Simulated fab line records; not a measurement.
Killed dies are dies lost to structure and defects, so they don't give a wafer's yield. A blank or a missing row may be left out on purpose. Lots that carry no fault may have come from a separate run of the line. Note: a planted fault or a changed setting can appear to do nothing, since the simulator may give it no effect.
A lot that was struck, set against a sound lot ; flow sky130 ; 17 out of 708 route steps
Sound: the wafers L233.3, L233.4, L233.6. Wafers struck: L237.3, L237.4, L237.6. The cause comes at the end.
Per side, at each step with rows, come the tool, then ch with its chambers, and then its first start. Under that, the readings that differ: sound wafers ; struck wafers ; difference of the means ; sigmas: that difference in standard deviations of wafers without a fault.
alike: same words and numbers on both sides, and readings whose means sit less than 2 such deviations apart. not compared: any withheld reading, any reading some wafer has no value for, any bound like >300 that may hide the same value, and any number with overlapping values for which the record gives no deviation.
A row with sigmas, a row that says differs or no value, or rows on one side alone: a step with any of these is where the two part. Non-overlapping numbers with no deviation appear without sigmas and do not part them. A reading missing from all wafers of one side parts the sides only when that side holds two or more wafers.

first, 5 steps without rows for these wafers: SKY_SD_N_COAT_02 (resist thk 1140 nm); SKY_SD_N_SOFTBAKE_03 (time 60 s); SKY_SD_N_EXPOSE_04 (exposes mask NSDM, target cd 380 nm); SKY_SD_N_PEB_05; SKY_SD_N_DEVELOP_06 (develop time 60 s).
SKY_SD_N_CD_MEAS_07: the cd target is 380 nm.
  struck on cdSem-02, day 31 09:26; sound on cdSem-02, day 30 04:59
  alike: cdNm
SKY_SD_N_OVL_MEAS_08:
  struck on overlay-01, day 31 09:32; sound on overlay-01, day 30 05:05
  alike: SD_N_OVL
then, 2 steps without rows for these wafers: SKY_SD_N_IMPLANT_09; SKY_SD_N_IMPLANT_10.
SKY_SD_N_STRIP_11: strips in O2/N2.
  sound on plasmaAsher-01 ch 0,1, day 30 05:26; struck on plasmaAsher-03 ch 0,1, day 31 09:53
  alike: drypumpMotorCurrentA, oesProductAu, stripTimeToEndpointS
SKY_SD_N_TW_MEAS_12:
  struck on filmMetro-01, day 31 09:58; sound on filmMetro-01, day 30 05:31
  alike: SD_N_TW
then, 1 step without rows for these wafers: SKY_SD_N_CLEAN_13 (cleans in SC1/SC2, time 150 s).
SKY_SD_N_RTA_14: time 2 s.
  sound on rtpAnneal-02 ch 0, day 30 05:38; struck on rtpAnneal-01 ch 0, day 31 10:05
reading;sound;struck;difference;sigmas
lampPowerPct (%);15.72 15.67 15.63;15.07 15.01 15.15;-0.60;-11
  alike: rampUpCPerS, wafer_temp_C_max
SKY_SD_N_RS_MEAS_16: a four-point-probe measurement.
  struck on filmMetro-03, day 31 10:17; sound on filmMetro-03, day 30 05:49
reading;sound;struck;difference;sigmas
SD_N_RS (ohm/sq);68.60 68.33 68.55;71.98 71.58 71.67;+3.25;+25
SKY_SD_N_RS_MEAS_17: a four-point-probe measurement.
  struck on filmMetro-03, day 31 10:24; sound on filmMetro-03, day 30 05:56
reading;sound;struck;difference;sigmas
SD_P_RS (ohm/sq);147.0 147.3 147.3;165.2 165.4 165.4;+18.1;+43
SKY_SD_N_RS_MEAS_18: a four-point-probe measurement.
  struck on filmMetro-03, day 31 10:31; sound on filmMetro-03, day 30 06:04
  alike: RES_XHIGH_RS
-- the record jumps here: 17 days lie between the struck wafers' starts before and after (it left off in module SD_N and takes up again in module PAD_OPEN, whose first step shown is number 708 of the route) --
SKY_PAD_OPEN_PROBE_99:
  struck on prober-01, day 48 07:58; sound on prober-01, day 47 10:49
reading;sound;struck;difference;sigmas
model.etest.resXhighPo.lineOhmUm;5741 5700 5640;6889 6553 6828;+1063;
model.etest.resXhighPo.rsOhmSq;2017 2033 1966;2386 2295 2343;+336;
model.etest.pfet_01v8.rOnOhmUm;2970 2981 2970;3142 3121 3094;+145;
model.etest.tipP.rsOhmSq;6902 6873 6904;7028 6998 7051;+133;
model.etest.resPdiff.lineOhmUm;1402 1414 1403;1520 1540 1539;+127;
model.etest.resHighPo.lineOhmUm;753 753.3 731.5;858.4 852.8 864.1;+112.5;
model.etest.liconHighPo.rcOhm;347.6 355.7 352.7;458.9 433.2 434.3;+90.1;
  alike: killed_at_M0_to_M3, killed_at_M4_up, killedAtContacts, killedAtFrontEnd, killedAtOther, killedDies, killedOpen, killedShort
  not compared: model.etest.pfetG5v0d10v5.rOnOhmUm

== WHERE THEY PART ==
At SKY_SD_N_RTA_14 first; at SKY_SD_N_RS_MEAS_17 last (within this record only). Later steps at which nothing parts them and some readings are alike: SKY_SD_N_RS_MEAS_18, SKY_PAD_OPEN_PROBE_99.

WHY: whatever the simulator had introduced
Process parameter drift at SKY_SD_N_RTA_14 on rtpAnneal-01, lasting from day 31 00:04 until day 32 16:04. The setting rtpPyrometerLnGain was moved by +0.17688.
